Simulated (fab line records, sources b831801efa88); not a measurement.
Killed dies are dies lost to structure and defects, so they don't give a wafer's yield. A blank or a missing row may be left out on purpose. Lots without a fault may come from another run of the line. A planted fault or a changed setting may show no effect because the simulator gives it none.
Which tool did it? | flow sky130 | 10 lots, 30 wafers sampled, at 7 steps of a route of 708

WHAT THE GAUGES READ, wafer by wafer
SKY_METAL2_CD_MEAS_15: target cd 140 nm.
lot  | measured     | on        | cd_nm (nm)
L226 | day 35 18:58 | cd_sem-01 | 137.6 138.6 139.1
L227 | day 35 22:02 | cd_sem-02 | 138.0 138.7 139.1
L230 | day 36 23:25 | cd_sem-01 | 139.4 138.7 138.8
L235 | day 38 10:07 | cd_sem-02 | 138.3 137.6 138.7
L236 | day 39 02:41 | cd_sem-02 | 143.5 142.0 143.1
L237 | day 39 02:49 | cd_sem-02 | 142.2 141.4 140.1
L240 | day 39 21:58 | cd_sem-01 | 140.0 139.3 139.7
L241 | day 40 05:01 | cd_sem-01 | 141.5 141.6 140.6
L247 | day 41 15:26 | cd_sem-01 | 137.8 137.5 139.9
L248 | day 41 23:23 | cd_sem-02 | 142.5 143.3 142.7

SKY_VIA3_RS_MEAS_22: measures by four-point-probe.
lot  | measured     | on            | VIA3_W_RS (ohm/sq)
L226 | day 40 08:04 | film_metro-01 | 0.292 0.291 0.291
L227 | day 40 09:18 | film_metro-02 | 0.295 0.295 0.293
L230 | day 41 08:01 | film_metro-01 | 0.296 0.295 0.297
L235 | day 42 18:20 | film_metro-02 | 0.398 0.396 0.398
L236 | day 43 09:17 | film_metro-03 | 0.295 0.299 0.298
L237 | day 43 07:59 | film_metro-01 | 0.396 0.394 0.395
L240 | day 44 01:56 | film_metro-03 | 0.296 0.294 0.297
L241 | day 44 07:10 | film_metro-02 | 0.294 0.297 0.291
L247 | day 45 15:58 | film_metro-02 | 0.296 0.297 0.294
L248 | day 45 23:14 | film_metro-02 | 0.286 0.284 0.286

SKY_VIA3_THK_MEAS_23: measures by xrf.
lot  | measured     | on            | VIA3_W_THK (nm)
L226 | day 40 08:10 | film_metro-01 | 382 384 387
L227 | day 40 09:25 | film_metro-02 | 367 368 368
L230 | day 41 08:08 | film_metro-01 | 378 383 379
L235 | day 42 18:28 | film_metro-02 | 275 276 275
L236 | day 43 09:23 | film_metro-03 | 364 360 359
L237 | day 43 08:05 | film_metro-01 | 286 288 288
L240 | day 44 02:02 | film_metro-03 | 366 369 365
L241 | day 44 07:17 | film_metro-02 | 369 367 372
L247 | day 45 16:04 | film_metro-02 | 367 364 369
L248 | day 45 23:21 | film_metro-02 | 376 380 378

SKY_CAP2M_OVL_MEAS_12.
lot  | measured     | on         | CAP2M_OVL (nm)
L226 | day 41 09:11 | overlay-01 | -0.8 -0.3 0.3
L227 | day 41 09:54 | overlay-02 | 0.7 1.2 -0.6
L230 | day 42 08:12 | overlay-01 | 0.0 -2.3 -0.7
L235 | day 43 17:28 | overlay-01 | 0.2 0.9 -0.9
L236 | day 44 07:44 | overlay-01 | -0.2 0.2 -0.2
L237 | day 44 06:55 | overlay-01 | -1.6 -0.7 -0.8
L240 | day 45 00:28 | overlay-02 | -3.7 -4.0 -4.2
L241 | day 45 05:07 | overlay-02 | -2.7 -2.8 -2.5
L247 | day 46 13:47 | overlay-01 | 0.0 -0.9 -0.7
L248 | day 46 20:34 | overlay-02 | -0.7 1.3 0.7

WHICH TOOL RAN EACH LOT (tool, then ch and the chambers of the sampled wafers, then the start)
lot  | SKY_VIA3_STRIP_16                    | SKY_VIA3_CVD_21               | SKY_VIA3_CMP_24
L226 | plasma_asher-02 ch 0,1, day 40 07:17 | cvd_w-01 ch 0,1, day 40 07:57 | cmp-02 ch 0,2, day 40 08:13
L227 | plasma_asher-02 ch 0,1, day 40 08:32 | cvd_w-01 ch 0,1, day 40 09:11 | cmp-02 ch 0,1,3, day 40 09:29
L230 | plasma_asher-03 ch 1, day 41 07:14   | cvd_w-01 ch 0,1, day 41 07:53 | cmp-01 ch 1,2, day 41 08:11
L235 | plasma_asher-03 ch 0,1, day 42 17:32 | cvd_w-01 ch 0,1, day 42 18:13 | cmp-01 ch 0,2,3, day 42 18:31
L236 | plasma_asher-02 ch 0,1, day 43 08:26 | cvd_w-02 ch 0,1, day 43 09:08 | cmp-01 ch 0,2,3, day 43 09:32
L237 | plasma_asher-01 ch 0, day 43 07:11   | cvd_w-01 ch 0,1, day 43 07:50 | cmp-01 ch 1,2,3, day 43 08:11
L240 | plasma_asher-01 ch 0,1, day 44 01:08 | cvd_w-02 ch 0,1, day 44 01:47 | cmp-01 ch 1,3, day 44 02:05
L241 | plasma_asher-02 ch 0,1, day 44 06:17 | cvd_w-02 ch 0,1, day 44 07:02 | cmp-02 ch 0,2,3, day 44 07:23
L247 | plasma_asher-02 ch 0,1, day 45 15:08 | cvd_w-02 ch 0,1, day 45 15:49 | cmp-01 ch 0,1,3, day 45 16:10
L248 | plasma_asher-03 ch 0,1, day 45 22:26 | cvd_w-01 ch 0,1, day 45 23:05 | cmp-02 ch 0,2,3, day 45 23:27
- SKY_VIA3_STRIP_16: strips in O2/N2.
- SKY_VIA3_CVD_21: deposits W, target thk 390 nm, time 117.31 s.
- SKY_VIA3_CMP_24: polishes, stops on SiO2, t overpolish 20 s, target thk 0 nm.

WHAT THE TOOLS THEMSELVES READ (means of the sampled wafers that have a number; where no wafer has one, the mark that the record gives instead)
SKY_VIA3_STRIP_16.
lot  | tool            | drypump_motor_current_A (A) | oes_product_au (a.u.) | strip_time_to_endpoint_s (s)
L226 | plasma_asher-02 | 5.7                         | 0.408                 | 4.111
L227 | plasma_asher-02 | 5.6                         | 0.398                 | 4.104
L230 | plasma_asher-03 | 5.9                         | 0.397                 | 4.116
L235 | plasma_asher-03 | 6.0                         | 0.401                 | 4.119
L236 | plasma_asher-02 | 5.6                         | 0.404                 | 4.118
L237 | plasma_asher-01 | 4.8                         | 0.403                 | 4.140
L240 | plasma_asher-01 | 5.2                         | 0.404                 | 4.103
L241 | plasma_asher-02 | 5.7                         | 0.396                 | 4.098
L247 | plasma_asher-02 | 5.6                         | 0.402                 | 4.119
L248 | plasma_asher-03 | 5.9                         | 0.405                 | 4.128

SKY_VIA3_CVD_21.
lot  | tool     | chamber_pressure_Torr (Torr) | heater_power_outer_w (W) | heater_power_w (W)
L226 | cvd_w-01 | 40.01                        | 533                      | 895
L227 | cvd_w-01 | 39.91                        | 570                      | 951
L230 | cvd_w-01 | 39.98                        | 572                      | 958
L235 | cvd_w-01 | 21.88                        | 565                      | 957
L236 | cvd_w-02 | 39.97                        | 511                      | 860
L237 | cvd_w-01 | 21.90                        | 523                      | 880
L240 | cvd_w-02 | 40.04                        | 507                      | 840
L241 | cvd_w-02 | 39.97                        | 519                      | 856
L247 | cvd_w-02 | 39.98                        | 525                      | 856
L248 | cvd_w-01 | 39.98                        | 532                      | 898

SKY_VIA3_CMP_24.
lot  | tool   | motor_current_A (A) | time_to_endpoint_s (s)
L226 | cmp-02 | 12.1                | 97
L227 | cmp-02 | 12.3                | 94
L230 | cmp-01 | 10.1                | 91
L235 | cmp-01 | 10.6                | 67
L236 | cmp-01 | 10.9                | 94
L237 | cmp-01 | 10.8                | 69
L240 | cmp-01 | 11.1                | 93
L241 | cmp-02 | 11.6                | 95
L247 | cmp-01 | 11.3                | 91
L248 | cmp-02 | 11.4                | 97

THE ANSWER, worked out from the rows above alone
Rule: what is usual is taken from the lots themselves. Put in order of their means at a reading, lots are off if they are a third of the lots or fewer, leave a main group of 4 or more, and stand apart from it by a gap of 3 or more times the standard deviation of the main group's means; of several such gaps the widest counts. A main group whose means are all the same, to the digits that the tables above print for the reading, isn't used. A lot without any number at a reading at which 4 lots or more have one is off too. The other lots that the step has rows for count as sound. The gauges are gone through in route order, then the tools' own readings, and for those a lot's mean is taken as printed above. The first step at which some lot is off is used, and at that step the reading that is off furthest; a lot without a number counts as furthest.
Off: L235, L237, at SKY_VIA3_RS_MEAS_22 (VIA3_W_RS). The main group: mean 0.294 ohm/sq, standard deviation 0.0036.
A tool fits if, at a process step before that reading, it ran every lot that is off, and no sound lot after the first of them. The gauges at SKY_VIA3_RS_MEAS_22 aren't tried: what is off there is off at SKY_VIA3_CVD_21 too, on other tools, and a gauge's error can't cause that. None of those tried fits.

WHAT THE SIMULATOR HAD PUT IN
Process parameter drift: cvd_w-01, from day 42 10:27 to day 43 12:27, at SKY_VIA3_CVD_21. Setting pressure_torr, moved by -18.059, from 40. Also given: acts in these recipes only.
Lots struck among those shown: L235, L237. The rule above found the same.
